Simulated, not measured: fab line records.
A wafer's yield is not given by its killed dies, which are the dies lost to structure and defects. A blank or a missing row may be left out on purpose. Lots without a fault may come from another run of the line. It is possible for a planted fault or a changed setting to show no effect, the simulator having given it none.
Comparing a struck lot with a sound one | flow gf180mcu | 22 out of 602 route steps
Sound: these wafers, L782.1, L782.2, L782.5. Wafers L790.1, L790.2, L790.3 were the ones struck. The cause is given at the end.
For every step that has rows: the tool of each side, followed by ch and its chambers, followed by its first start. Under that, the readings that differ: sound wafers | struck wafers | difference of the means | sigmas: that difference in standard deviations of wafers without a fault.
alike: words and numbers the same on both sides, and readings whose means are apart by under 2 such deviations; not compared: readings that were withheld, readings missing a value for some wafer, numbers with overlapping values and no deviation given by the record, and bounds like >300 which may hide the same value.
A row with sigmas, a row that says differs or no value, or rows on one side alone: a step with any of these is where the two part. Numbers that have no deviation but don't overlap get no sigmas and don't part them. Lack of a reading on every wafer of one side parts them only where that side has two or more wafers.

GF_V5_RS_MEAS_24: measurement is done with a four-point probe.
  sound on film_metro-02, day 28 12:33; struck on film_metro-04, day 30 22:50
  alike: V5_W_RS
GF_V5_THK_MEAS_25: measures by xrf.
  sound on film_metro-02, day 28 12:40; struck on film_metro-04, day 30 22:58
  alike: V5_W_THK
then, 1 step without rows for these wafers: GF_V5_CMP_26 (polishes, stops on SiO2, t overpolish 15 s, target thk 0 nm).
GF_TOP_METAL_SPUTTER_00: material Ti, target thk 37.5 nm, time 150 s.
  sound on pvd_sputter-03, day 28 13:02; struck on pvd_sputter-03, day 30 23:43
  alike: throttle_valve_pct
GF_TOP_METAL_SPUTTER_01: material TiN, target thk 30 nm, time 25 s.
  sound on pvd_sputter-03, day 28 13:08; struck on pvd_sputter-03, day 30 23:49
  alike: throttle_valve_pct
GF_TOP_METAL_SPUTTER_02: material AlCu, target thk 900 nm, time 47.82 s.
  sound on pvd_sputter-03, day 28 13:10; struck on pvd_sputter-03, day 30 23:51
  alike: throttle_valve_pct
GF_TOP_METAL_SPUTTER_03: material Ti, target thk 5 nm, time 3.3 s.
  sound on pvd_sputter-03, day 28 13:12; struck on pvd_sputter-03, day 30 23:53
  alike: throttle_valve_pct
GF_TOP_METAL_SPUTTER_04: material TiN, target thk 25 nm, time 20.8 s.
  sound on pvd_sputter-03, day 28 13:13; struck on pvd_sputter-03, day 30 23:55
  alike: throttle_valve_pct
GF_TOP_METAL_RS_MEAS_05: measurement is done with a four-point probe.
  sound on film_metro-03, day 28 13:15; struck on film_metro-02, day 30 23:56
  alike: TOP_METAL_ALCU_RS
GF_TOP_METAL_THK_MEAS_06: measures by xrf.
  sound on film_metro-03, day 28 13:22; struck on film_metro-02, day 31 00:04
  alike: TOP_METAL_ALCU_THK
then, 2 steps without rows for these wafers: GF_TOP_METAL_DEHYDRATE_07 (time 60 s); GF_TOP_METAL_HMDS_08 (prime time 60 s).
GF_TOP_METAL_COAT_09: resist thk 1500 nm.
  sound on litho_track-04 ch 0, day 28 22:29; struck on litho_track-02 ch 0, day 31 08:22
  reading                                        | sound                | struck               | difference | sigmas
  spin_speed_rpm (rpm)                           | 3003.0 3000.5 2998.3 | 2827.4 2822.5 2824.8 | -175.7     | -84
  model.NOVOLAK_of_TOP_METAL_COAT_09.thk_nm (nm) | 1502 1503 1500       | 1546 1546 1542       | +43        |
then, 4 steps without rows for these wafers: GF_TOP_METAL_SOFTBAKE_10 (time 60 s); GF_TOP_METAL_EXPOSE_11 (exposes mask MetalTop, target cd 440 nm); GF_TOP_METAL_PEB_12; GF_TOP_METAL_DEVELOP_13 (develop time 60 s).
GF_TOP_METAL_CD_MEAS_14 targets a cd of 440 nm.
  sound on cd_sem-01, day 29 07:23; struck on cd_sem-02, day 31 17:16
  reading    | sound             | struck            | difference | sigmas
  cd_nm (nm) | 437.9 440.5 438.8 | 449.2 447.8 448.6 | +9.5       | +4
GF_TOP_METAL_OVL_MEAS_15:
  sound on overlay-01, day 29 07:30; struck on overlay-01, day 31 17:23
  alike: TOP_METAL_OVL
GF_TOP_METAL_METAL_ETCH_16: etches the open film in Cl2/BCl3, stops on SiO2, target depth 1077.5 nm, time 179.6 s.
  sound on rie_metal-02 ch 0,1, day 29 07:32; struck on rie_metal-03 ch 0,1, day 31 17:25
  reading                                        | sound          | struck         | difference | sigmas
  model.NOVOLAK_of_TOP_METAL_COAT_09.thk_nm (nm) | 1075 1077 1073 | 1115 1112 1111 | +38        |
  alike: drypump_motor_current_A, oes_product_au, rf_fwd_power_W, throttle_valve_pct
  not compared: rf_hours_counter_h
GF_TOP_METAL_STRIP_17: strips in O2/N2.
  sound on plasma_asher-01 ch 0,1, day 29 07:43; struck on plasma_asher-02 ch 0,1, day 31 17:36
  reading                      | sound             | struck            | difference | sigmas
  strip_time_to_endpoint_s (s) | 13.52 13.55 13.49 | 13.98 13.96 13.95 | +0.44      | +5
  alike: drypump_motor_current_A, heater_power_w, oes_product_au
  not compared: rf_hours_counter_h
then, 1 step without rows for these wafers: GF_TOP_METAL_STRIP_18 (strips in post etch residue remover, time 1200 s).

## WHERE THEY PART
Last at GF_TOP_METAL_STRIP_17 as far as this record goes, first at GF_TOP_METAL_COAT_09.

WHY: what had been put in by the simulator
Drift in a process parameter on litho_track-02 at GF_TOP_METAL_COAT_09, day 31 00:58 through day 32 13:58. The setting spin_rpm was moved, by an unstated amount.
